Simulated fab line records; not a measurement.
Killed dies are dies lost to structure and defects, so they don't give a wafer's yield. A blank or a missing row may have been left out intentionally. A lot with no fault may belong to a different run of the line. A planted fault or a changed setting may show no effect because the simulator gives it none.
Which of the tools did it? / flow gf180mcu / 12 lots with 36 wafers sampled at 5 steps, on a route of 602 steps

== WHAT THE GAUGES SHOWED, per wafer ==
GF_MVPSD_TW_MEAS_11.
lot=L683; measured=day 4 23:07; on=filmMetro-01; MVPSD_TW=559 559 561
lot=L685; measured=day 5 12:31; on=filmMetro-02; MVPSD_TW=557 556 556
lot=L686; measured=day 5 23:31; on=filmMetro-03; MVPSD_TW=554 557 556
lot=L688; measured=day 6 10:31; on=filmMetro-01; MVPSD_TW=562 562 560
lot=L689; measured=day 6 13:07; on=filmMetro-02; MVPSD_TW=561 559 560
lot=L690; measured=day 6 22:07; on=filmMetro-02; MVPSD_TW=558 558 558
lot=L691; measured=day 7 04:20; on=filmMetro-01; MVPSD_TW=564 564 565
lot=L693; measured=day 7 13:28; on=filmMetro-02; MVPSD_TW=558 556 558
lot=L701; measured=day 9 13:03; on=filmMetro-03; MVPSD_TW=559 558 560
lot=L702; measured=day 9 18:43; on=filmMetro-01; MVPSD_TW=560 558 557
lot=L703; measured=day 10 02:07; on=filmMetro-02; MVPSD_TW=553 559 553
lot=L705; measured=day 10 11:52; on=filmMetro-02; MVPSD_TW=554 553 554

== EACH LOT AND THE TOOL THAT RAN IT (in order: tool; ch and the chambers of the sampled wafers; start) ==
lot=L683; GF_STI_ETCH_14=rieSi-01 ch 0,1,2, day 2 02:19; GF_STI_CMP_25=cmp-01 ch 0,1,2, day 2 04:12; GF_MVSD_COAT_02=lithoTrack-02 ch 0, day 4 01:25; GF_MVSD_STRIP_10=plasmaAsher-01 ch 0,1, day 4 09:10
lot=L685; GF_STI_ETCH_14=rieSi-02 ch 0,1,3, day 2 11:58; GF_STI_CMP_25=cmp-02 ch 0,1,2, day 2 14:17; GF_MVSD_COAT_02=lithoTrack-02 ch 0, day 4 14:44; GF_MVSD_STRIP_10=plasmaAsher-01 ch 0,1, day 4 22:19
lot=L686; GF_STI_ETCH_14=rieSi-02 ch 1,2,3, day 2 17:25; GF_STI_CMP_25=cmp-02 ch 0,2,3, day 2 20:30; GF_MVSD_COAT_02=lithoTrack-03 ch 0, day 5 01:19; GF_MVSD_STRIP_10=plasmaAsher-03 ch 0,1, day 5 08:12
lot=L688; GF_STI_ETCH_14=rieSi-02 ch 1,2,3, day 3 02:49; GF_STI_CMP_25=cmp-02 ch 1,2, day 3 07:17; GF_MVSD_COAT_02=lithoTrack-03 ch 0, day 5 10:37; GF_MVSD_STRIP_10=plasmaAsher-03 ch 0,1, day 5 18:52
lot=L689; GF_STI_ETCH_14=rieSi-02 ch 1,2, day 3 09:07; GF_STI_CMP_25=cmp-02 ch 0,1,3, day 3 11:40; GF_MVSD_COAT_02=lithoTrack-03 ch 0, day 5 13:52; GF_MVSD_STRIP_10=plasmaAsher-04 ch 0, day 5 21:28
lot=L690; GF_STI_ETCH_14=rieSi-01 ch 0,1,2, day 3 17:25; GF_STI_CMP_25=cmp-01 ch 0,1,3, day 3 19:39; GF_MVSD_COAT_02=lithoTrack-03 ch 0, day 5 22:49; GF_MVSD_STRIP_10=plasmaAsher-01 ch 0,1, day 6 06:46
lot=L691; GF_STI_ETCH_14=rieSi-02 ch 1,2,3, day 3 22:31; GF_STI_CMP_25=cmp-02 ch 0,1, day 4 00:50; GF_MVSD_COAT_02=lithoTrack-02 ch 0, day 6 04:19; GF_MVSD_STRIP_10=plasmaAsher-03 ch 0,1, day 6 12:40
lot=L693; GF_STI_ETCH_14=rieSi-01 ch 0,2, day 4 04:16; GF_STI_CMP_25=cmp-01 ch 1,2,3, day 4 07:27; GF_MVSD_COAT_02=lithoTrack-03 ch 0, day 6 13:19; GF_MVSD_STRIP_10=plasmaAsher-01 ch 0,1, day 6 21:19
lot=L701; GF_STI_ETCH_14=rieSi-01 ch 1,2,3, day 5 22:07; GF_STI_CMP_25=cmp-02 ch 0,2,3, day 6 00:38; GF_MVSD_COAT_02=lithoTrack-02 ch 0, day 8 10:47; GF_MVSD_STRIP_10=plasmaAsher-03 ch 0,1, day 8 19:49
lot=L702; GF_STI_ETCH_14=rieSi-02 ch 0,1,3, day 6 03:23; GF_STI_CMP_25=cmp-01 ch 0,1,2, day 6 05:17; GF_MVSD_COAT_02=lithoTrack-03 ch 0, day 8 16:23; GF_MVSD_STRIP_10=plasmaAsher-03 ch 0,1, day 9 01:06
lot=L703; GF_STI_ETCH_14=rieSi-02 ch 1,2, day 6 07:52; GF_STI_CMP_25=cmp-02 ch 1,2, day 6 10:53; GF_MVSD_COAT_02=lithoTrack-03 ch 0, day 8 22:47; GF_MVSD_STRIP_10=plasmaAsher-03 ch 0,1, day 9 07:55
lot=L705; GF_STI_ETCH_14=rieSi-02 ch 1,3, day 6 18:28; GF_STI_CMP_25=cmp-01 ch 0,1,3, day 6 20:52; GF_MVSD_COAT_02=lithoTrack-04 ch 0, day 9 08:14; GF_MVSD_STRIP_10=plasmaAsher-03 ch 0,1, day 9 17:01
- GF_STI_ETCH_14: etches Si in HBr/Cl2/O2, target depth 360 nm, time 102.9 s.
- GF_STI_CMP_25: polishes, stops on Si3N4, t overpolish 33 s, target thk 524.6 nm.
- GF_MVSD_COAT_02: resist thk 3000 nm.
- GF_MVSD_STRIP_10: strips in O2/N2.

== WHAT THE TOOLS THEMSELVES READ (means of the sampled wafers that have a number; where no wafer has one, the mark that the record gives instead) ==
GF_STI_ETCH_14.
lot=L683; tool=rieSi-01; drypumpMotorCurrentA (A)=5.5; oesProductAu (a.u.)=0.999; throttleValvePct (%)=25.644
lot=L685; tool=rieSi-02; drypumpMotorCurrentA (A)=5.6; oesProductAu (a.u.)=1.003; throttleValvePct (%)=25.650
lot=L686; tool=rieSi-02; drypumpMotorCurrentA (A)=5.6; oesProductAu (a.u.)=0.997; throttleValvePct (%)=25.647
lot=L688; tool=rieSi-02; drypumpMotorCurrentA (A)=5.6; oesProductAu (a.u.)=1.002; throttleValvePct (%)=25.658
lot=L689; tool=rieSi-02; drypumpMotorCurrentA (A)=5.7; oesProductAu (a.u.)=0.998; throttleValvePct (%)=25.652
lot=L690; tool=rieSi-01; drypumpMotorCurrentA (A)=5.5; oesProductAu (a.u.)=1.010; throttleValvePct (%)=25.642
lot=L691; tool=rieSi-02; drypumpMotorCurrentA (A)=5.6; oesProductAu (a.u.)=0.993; throttleValvePct (%)=25.658
lot=L693; tool=rieSi-01; drypumpMotorCurrentA (A)=5.3; oesProductAu (a.u.)=1.010; throttleValvePct (%)=25.646
lot=L701; tool=rieSi-01; drypumpMotorCurrentA (A)=5.4; oesProductAu (a.u.)=1.006; throttleValvePct (%)=25.650
lot=L702; tool=rieSi-02; drypumpMotorCurrentA (A)=5.7; oesProductAu (a.u.)=1.000; throttleValvePct (%)=25.656
lot=L703; tool=rieSi-02; drypumpMotorCurrentA (A)=5.7; oesProductAu (a.u.)=1.008; throttleValvePct (%)=25.641
lot=L705; tool=rieSi-02; drypumpMotorCurrentA (A)=5.5; oesProductAu (a.u.)=0.997; throttleValvePct (%)=25.660

GF_STI_CMP_25.
lot=L683; tool=cmp-01; motorCurrentA (A)=11.1; overpolishRunS (s)=33.011; timeToEndpointS (s)=126
lot=L685; tool=cmp-02; motorCurrentA (A)=12.3; overpolishRunS (s)=32.999; timeToEndpointS (s)=121
lot=L686; tool=cmp-02; motorCurrentA (A)=12.2; overpolishRunS (s)=32.994; timeToEndpointS (s)=120
lot=L688; tool=cmp-02; motorCurrentA (A)=13.3; overpolishRunS (s)=33.002; timeToEndpointS (s)=122
lot=L689; tool=cmp-02; motorCurrentA (A)=12.3; overpolishRunS (s)=32.999; timeToEndpointS (s)=117
lot=L690; tool=cmp-01; motorCurrentA (A)=10.9; overpolishRunS (s)=33.000; timeToEndpointS (s)=127
lot=L691; tool=cmp-02; motorCurrentA (A)=12.7; overpolishRunS (s)=33.005; timeToEndpointS (s)=124
lot=L693; tool=cmp-01; motorCurrentA (A)=12.0; overpolishRunS (s)=32.998; timeToEndpointS (s)=118
lot=L701; tool=cmp-02; motorCurrentA (A)=12.5; overpolishRunS (s)=33.000; timeToEndpointS (s)=120
lot=L702; tool=cmp-01; motorCurrentA (A)=10.7; overpolishRunS (s)=32.995; timeToEndpointS (s)=130
lot=L703; tool=cmp-02; motorCurrentA (A)=13.4; overpolishRunS (s)=33.007; timeToEndpointS (s)=124
lot=L705; tool=cmp-01; motorCurrentA (A)=10.7; overpolishRunS (s)=32.996; timeToEndpointS (s)=124

GF_MVSD_COAT_02.
lot=L683; tool=lithoTrack-02; chillPlateTempC (C)=23.06
lot=L685; tool=lithoTrack-02; chillPlateTempC (C)=23.15
lot=L686; tool=lithoTrack-03; chillPlateTempC (C)=23.06
lot=L688; tool=lithoTrack-03; chillPlateTempC (C)=23.03
lot=L689; tool=lithoTrack-03; chillPlateTempC (C)=23.11
lot=L690; tool=lithoTrack-03; chillPlateTempC (C)=22.95
lot=L691; tool=lithoTrack-02; chillPlateTempC (C)=23.05
lot=L693; tool=lithoTrack-03; chillPlateTempC (C)=22.97
lot=L701; tool=lithoTrack-02; chillPlateTempC (C)=23.10
lot=L702; tool=lithoTrack-03; chillPlateTempC (C)=23.07
lot=L703; tool=lithoTrack-03; chillPlateTempC (C)=22.97
lot=L705; tool=lithoTrack-04; chillPlateTempC (C)=22.93

GF_MVSD_STRIP_10.
lot=L683; tool=plasmaAsher-01; drypumpMotorCurrentA (A)=6.1; heaterPowerW (W)=307; oesProductAu (a.u.)=0.721; stripTimeToEndpointS (s)=36.81
lot=L685; tool=plasmaAsher-01; drypumpMotorCurrentA (A)=6.4; heaterPowerW (W)=326; oesProductAu (a.u.)=0.722; stripTimeToEndpointS (s)=36.99
lot=L686; tool=plasmaAsher-03; drypumpMotorCurrentA (A)=5.9; heaterPowerW (W)=294; oesProductAu (a.u.)=0.725; stripTimeToEndpointS (s)=37.15
lot=L688; tool=plasmaAsher-03; drypumpMotorCurrentA (A)=5.9; heaterPowerW (W)=297; oesProductAu (a.u.)=0.725; stripTimeToEndpointS (s)=36.85
lot=L689; tool=plasmaAsher-04; drypumpMotorCurrentA (A)=5.4; heaterPowerW (W)=346; oesProductAu (a.u.)=0.723; stripTimeToEndpointS (s)=37.06
lot=L690; tool=plasmaAsher-01; drypumpMotorCurrentA (A)=6.4; heaterPowerW (W)=332; oesProductAu (a.u.)=0.727; stripTimeToEndpointS (s)=36.96
lot=L691; tool=plasmaAsher-03; drypumpMotorCurrentA (A)=6.0; heaterPowerW (W)=309; oesProductAu (a.u.)=0.722; stripTimeToEndpointS (s)=36.97
lot=L693; tool=plasmaAsher-01; drypumpMotorCurrentA (A)=6.5; heaterPowerW (W)=328; oesProductAu (a.u.)=0.723; stripTimeToEndpointS (s)=36.96
lot=L701; tool=plasmaAsher-03; drypumpMotorCurrentA (A)=5.9; heaterPowerW (W)=295; oesProductAu (a.u.)=0.723; stripTimeToEndpointS (s)=36.99
lot=L702; tool=plasmaAsher-03; drypumpMotorCurrentA (A)=5.9; heaterPowerW (W)=298; oesProductAu (a.u.)=0.720; stripTimeToEndpointS (s)=36.86
lot=L703; tool=plasmaAsher-03; drypumpMotorCurrentA (A)=6.0; heaterPowerW (W)=305; oesProductAu (a.u.)=0.726; stripTimeToEndpointS (s)=36.87
lot=L705; tool=plasmaAsher-03; drypumpMotorCurrentA (A)=6.0; heaterPowerW (W)=308; oesProductAu (a.u.)=0.723; stripTimeToEndpointS (s)=36.89

== THE ANSWER, worked out from the rows above alone ==
Rule: the lots themselves supply what counts as usual. Put in order of their means at a reading, lots are off if they are a third of the lots or fewer, leave a main group of 4 or more, and stand apart from it by a gap of 3 or more times the standard deviation of the main group's means; of several such gaps the widest counts. If all means in a main group match to the digits the tables above print for the reading, that group is not used. Also off: a lot with no number at a reading for which 4 or more lots have one. Where the step has rows for the other lots, those lots are counted as sound. The gauges are gone through in route order, then the tools' own readings, and for those a lot's mean is taken as printed above. At the first step where some lot is off, the reading lying furthest off is the one used; lots without a number count as furthest.
None of the lots is off at any reading shown; this tells nothing.

== WHAT THE SIMULATOR HAD INSERTED ==
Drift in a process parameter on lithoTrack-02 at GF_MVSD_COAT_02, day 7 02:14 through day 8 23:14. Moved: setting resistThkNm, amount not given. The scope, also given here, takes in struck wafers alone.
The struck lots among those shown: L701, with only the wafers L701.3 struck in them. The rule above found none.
